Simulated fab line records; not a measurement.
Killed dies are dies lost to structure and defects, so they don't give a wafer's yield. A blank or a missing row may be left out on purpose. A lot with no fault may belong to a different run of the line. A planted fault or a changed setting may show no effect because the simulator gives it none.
Which of the tools did it? / flow gf180mcu / 6 lots (18 wafers sampled), 1 step of a 602-step route

== WHAT THE GAUGES SHOWED, per wafer ==
GF_MVSD_TW_MEAS_11.
lot=L683; measured=day 4 15:19; on=film_metro-03; MVSD_TW=1603 1589 1593
lot=L686; measured=day 5 07:46; on=film_metro-03; MVSD_TW=1592 1581 1581
lot=L691; measured=day 6 17:14; on=film_metro-01; MVSD_TW=1602 1591 1603
lot=L693; measured=day 7 03:43; on=film_metro-03; MVSD_TW=1591 1599 1593
lot=L702; measured=day 9 05:43; on=film_metro-01; MVSD_TW=1585 1590 1584
lot=L704; measured=day 9 18:15; on=film_metro-03; MVSD_TW=1575 1586 1584

== TOOL THAT RAN EACH LOT (tool first, then ch and the chambers of the sampled wafers, then the start) ==
No process step before these readings appears in the record.

== THE ANSWER, worked out from the rows above alone ==
Rule: the lots themselves supply what counts as usual. Put in order of their means at a reading, lots are off if they are a third of the lots or fewer, leave a main group of 4 or more, and stand apart from it by a gap of 3 or more times the standard deviation of the main group's means; of several such gaps the widest counts. The tables above print the reading to a certain number of digits; a main group whose means all agree to those digits is not used. Also off: a lot with no number at a reading for which 4 or more lots have one. The other lots that the step has rows for count as sound.
None of the lots is off at any reading shown; this tells nothing.

== WHAT WAS PUT IN BY THE SIMULATOR ==
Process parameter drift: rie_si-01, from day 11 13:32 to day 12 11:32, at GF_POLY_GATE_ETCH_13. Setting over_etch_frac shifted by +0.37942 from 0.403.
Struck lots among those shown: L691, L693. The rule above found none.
